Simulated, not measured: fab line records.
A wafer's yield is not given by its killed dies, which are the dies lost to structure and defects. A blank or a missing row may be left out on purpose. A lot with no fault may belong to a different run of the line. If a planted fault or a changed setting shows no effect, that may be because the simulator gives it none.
2 desks looking at one fault ; flow sfq line ; each desk holds nothing but its own numbers, with what lay behind them at the end

## METROLOGY DESK
Lot by lot, what the gauges showed, no matter which tool ran the lot: averages of those sampled wafers that carry a number. Any lot whose mean is over 4 standard deviations away from the usual mean is out of limits and marked OUT; that distance is given in the brackets.
Columns: A = M6_NB_RS at SFQ_M6_RS_MEAS_938, usual 0.887 ohm/sq; B = M6_OVL at SFQ_M6_OVL_MEAS_940, usual 2 nm
lot;first seen here;A;B
L812;day 78 01:24;0.876;6
L814;day 78 20:32;0.881;4
L821;day 81 10:56;0.892;-1
L822;day 81 19:20;0.875;-4
L828;day 86 03:53;0.875;-1
This desk's verdict: no lot among the 5 shows anything out of limits.

## FOR THE TOOL OWNER'S DESK: rie metal-01
The tool's own readings at SFQ_TRILAYER_M6_ETCH_METAL_ETCH_162 (etches Nb in Cl2/Ar, stops on SiO2, target depth 240 nm, time 120 s): means of the sampled wafers that have a number, for each lot that ran on this tool. Any lot whose mean is over 4 standard deviations away from the usual mean is out of limits and marked OUT; that distance is given in the brackets.
Columns: A = drypump motor current A at SFQ_TRILAYER_M6_ETCH_METAL_ETCH_162, usual 5.7 A; B = oes product au at SFQ_TRILAYER_M6_ETCH_METAL_ETCH_162, usual 0.895 a.u.; C = run length s at SFQ_TRILAYER_M6_ETCH_METAL_ETCH_162, usual 148.5 s
lot;first seen here;A;B;C
L812;day 78 05:15;5.6;0.901;148.2
L814;day 79 00:25;5.5;0.899;148.3
L821;day 81 17:13;5.7;0.852 (-6.6) OUT;160.0 (+15) OUT
This desk finds L821 out of limits, L821 being first, at day 81 17:13 (oes product au at SFQ_TRILAYER_M6_ETCH_METAL_ETCH_162). In limits: L812, L814.

## BROUGHT TOGETHER
At day 81 17:13, on L821, the tool owner's desk was in a position to raise an alarm.
Metrology desk: nothing out of limits seen.
The metrology desk has L821 on record, within its limits.
All the named lots went through SFQ_TRILAYER_M6_ETCH_METAL_ETCH_162 on rie metal-01.

## WHAT WAS PUT IN BY THE SIMULATOR
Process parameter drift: rie metal-01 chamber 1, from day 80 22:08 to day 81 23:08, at SFQ_TRILAYER_M6_ETCH_METAL_ETCH_162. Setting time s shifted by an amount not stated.
Shown lots that were struck: L821.
Each desk's first reading out of limits, in hours after the fault started: the tool owner's desk, 19.
